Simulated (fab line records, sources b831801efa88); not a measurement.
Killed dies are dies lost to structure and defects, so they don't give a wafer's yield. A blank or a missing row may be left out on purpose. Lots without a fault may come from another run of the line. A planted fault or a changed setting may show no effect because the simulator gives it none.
Split-lot experiment | flow gf180mcu | 5 lots, 23 wafers read, on a route of 602 steps

THE SPLIT
At GF_HV_LDD_CVD_54 (deposits SiO2 from TEOS, target thk 10 nm, time 75 s), the setting target_thk_nm was moved away from the recipe's 10 nm on 10 of the 23 wafers read, by -7.7% to -6.8%. The other wafers ran this setting at the recipe's value.

The reading is taken at the split's own step.

THE READING
SiO2_of_HV_LDD_CVD_54.thk_nm (the simulator's own value, which no gauge read), in nm, at GF_HV_LDD_CVD_54 (deposits SiO2 from TEOS, target thk 10 nm, time 75 s). The file gives no usual value for it. The 13 wafers here that ran the recipe average 9.969 nm, standard deviation 0.14 nm.

wafer  | tool, chamber at the split | target_thk_nm as run, nm | against the recipe | SiO2_of_HV_LDD_CVD_54.thk_nm, nm | against lot-mates on the recipe
L074.1 | -, -                       | 10                       | recipe             | 10.14                            | -
L074.4 | -, -                       | 10                       | recipe             | 10.14                            | -
L074.6 | -, -                       | 10                       | recipe             | 10.14                            | -
L074.3 | -, -                       | 10                       | recipe             | 10.02                            | -
L074.5 | -, -                       | 10                       | recipe             | 10.12                            | -
L076.1 | lpcvd-02, 1                | 10                       | recipe             | 9.734                            | -
L076.4 | lpcvd-02, 1                | 10                       | recipe             | 9.813                            | -
L076.5 | lpcvd-02, 1                | 10                       | recipe             | 9.75                             | -
L080.1 | -, -                       | 9.317                    | -6.8%              | 9.317                            | no lot-mate on the recipe
L080.2 | -, -                       | 9.317                    | -6.8%              | 9.329                            | no lot-mate on the recipe
L080.4 | -, -                       | 9.317                    | -6.8%              | 9.43                             | no lot-mate on the recipe
L080.5 | -, -                       | 9.317                    | -6.8%              | 9.393                            | no lot-mate on the recipe
L080.6 | -, -                       | 9.317                    | -6.8%              | 9.361                            | no lot-mate on the recipe
L083.1 | -, -                       | 10                       | recipe             | 9.912                            | -
L083.2 | -, -                       | 10                       | recipe             | 10                               | -
L083.6 | -, -                       | 10                       | recipe             | 10                               | -
L083.3 | -, -                       | 10                       | recipe             | 9.861                            | -
L083.4 | -, -                       | 10                       | recipe             | 9.963                            | -
L085.1 | -, -                       | 9.228                    | -7.7%              | 9.099                            | no lot-mate on the recipe
L085.2 | -, -                       | 9.228                    | -7.7%              | 9.171                            | no lot-mate on the recipe
L085.4 | -, -                       | 9.228                    | -7.7%              | 9.233                            | no lot-mate on the recipe
L085.5 | -, -                       | 9.228                    | -7.7%              | 9.2                              | no lot-mate on the recipe
L085.6 | -, -                       | 9.228                    | -7.7%              | 9.175                            | no lot-mate on the recipe

THE FIT
A straight line over all 23 wafers: SiO2_of_HV_LDD_CVD_54.thk_nm changes by +0.0967 nm for each +1% of target_thk_nm; r = +0.95; the points scatter about the line by 0.12 nm.
Too few moved wafers have a lot-mate on the recipe to fit a line with each lot's own level taken away.

THE FILE'S OWN FIT
SiO2_of_HV_LDD_CVD_54.thk_nm changes by +0.0967 nm for each +1% of target_thk_nm, r = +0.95.
